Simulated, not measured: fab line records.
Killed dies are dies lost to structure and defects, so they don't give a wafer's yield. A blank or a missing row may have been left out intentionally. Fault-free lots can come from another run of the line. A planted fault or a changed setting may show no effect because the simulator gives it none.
Problem report, 8D (eight disciplines) form, completed by code + flow sky130 + the parts of the form that need people (team, actions taken, sign-off) are left out

## 1. WHAT WENT WRONG
CAPM_CVD_00_THK at SKY_CAPM_THK_MEAS_01 reads a mean of 21.47 nm on 1 wafer of 1 lot; wafers without a fault read 15.47 nm with a standard deviation of 0.2. Relative to the usual mean, that is a shift of +30 standard deviations.
First seen on wafer L905.6, day 42 10:30, on film metro-01. The record holds 32 wafers of 11 lots with a number at this step. The rule behind "out" and "out of limits": a value lying over 4 standard deviations away from the usual mean. The other wafers with a number count as sound.

## 2. WHAT THIS IS AND IS NOT
| question                    | is                | is not                                                              |
|-----------------------------|-------------------|---------------------------------------------------------------------|
| which readings at this step | CAPM_CVD_00_THK   | -                                                                   |
| which lots                  | L905              | L887, L888, L889, L890, L891, L893, L896, L897, L898, L908          |
| which wafers of those lots  | L905.6            | L905.1                                                              |
| read on which gauges        | film metro-01     | film metro-03, film metro-04                                        |
| when                        | from day 42 10:30 | up to then (28 sound wafers); but 3 sound wafers of L908 came after |

## 3. THE SUSPECTS, EACH WITH WHAT RULES IT OUT
Counting: a tool at a process step up to the reading stays a suspect if it ran every lot that is out. Sound lots after the first of them don't rule it out here, since some wafers of a struck lot are sound.
- ruled out: the gauge at SKY_CAPM_THK_MEAS_01. All the wafers that are out were read on film metro-01, but those of them that SKY_METAL3_ETCH_17 has rows for are out there too, on other tools.
- plasma asher-01 at SKY_PWDE_STRIP_09 (strips in O2/N2): kept. L905, the lot that is out, went through it at day 8 08:41; up to then, the latest sound lot through it was L896 at day 6 02:27.
- rie si-01 at SKY_POLY_GATE_ETCH_17 (etches poly-Si in HBr/Cl2, stops on SiO2, target depth 180 nm, time 70.5 s): kept. L905, the lot that is out, went through it at day 23 15:20; up to then, the latest sound lot through it was L897 at day 20 15:20.
- pecvd-03 at SKY_CAPM_CVD_00 (deposits SiO2, target thk 15.5 nm): kept. L905, the lot that is out, went through it at day 42 10:29; up to then, the latest sound lot through it was L896 at day 39 15:22.
- At SKY_CAPM_CVD_00 on pecvd-03, chamber 2 took the sound wafers of the same lots and chamber 0 took the wafers that are out.
plasma asher-01 at SKY_PWDE_STRIP_09, rie si-01 at SKY_POLY_GATE_ETCH_17 and pecvd-03 at SKY_CAPM_CVD_00 are what is left after counting.

## 4. THE CAUSE (what the simulator had put in)
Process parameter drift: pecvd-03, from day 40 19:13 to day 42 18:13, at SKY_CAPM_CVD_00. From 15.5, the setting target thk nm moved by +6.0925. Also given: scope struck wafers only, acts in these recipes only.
After counting, 3 suspects remain, this tool included.

## 5. THE EFFECT CHAIN, in route order
Rows list readings where the struck wafers' mean (over those with a number) sits beyond 3 standard deviations from the usual. Only readings whose record carries a usual standard deviation are examined. hours: median over the lots of the time between each lot's start at the first step of this table that gives one and its start at this step. sigmas: the change, counted in usual standard deviations.
| hours | step                 | reading         | usual      | on struck wafers | change | sigmas |
|-------|----------------------|-----------------|------------|------------------|--------|--------|
| 0     | SKY_CAPM_THK_MEAS_01 | CAPM_CVD_00_THK | 15.47 nm   | 21.47            | +6.00  | +30    |
| 47    | SKY_METAL3_ETCH_17   | oes product au  | 0.754 a.u. | 0.896            | +0.142 | +22    |
The process steps in it:
- SKY_METAL3_ETCH_17: etches SiO2 in C4F8/O2/Ar, stops on TiN, time 3.9 s, target depth 15 nm.

## 6. WHAT WOULD HAVE CAUGHT IT SOONER
39 hours passed between the start of the fault at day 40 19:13 and the first reading out of limits at a measuring or inspecting step in this record, taken at day 42 10:30.
No tool reading at SKY_CAPM_CVD_00 that has a usual standard deviation in the record was out on any struck wafer, so an alarm limit of 4 standard deviations on those readings would not have fired.
Lots out: 1; all had begun SKY_CAPM_CVD_00 on pecvd-03 by day 42 10:30. A hold on the tool at that time would have spared none of them.
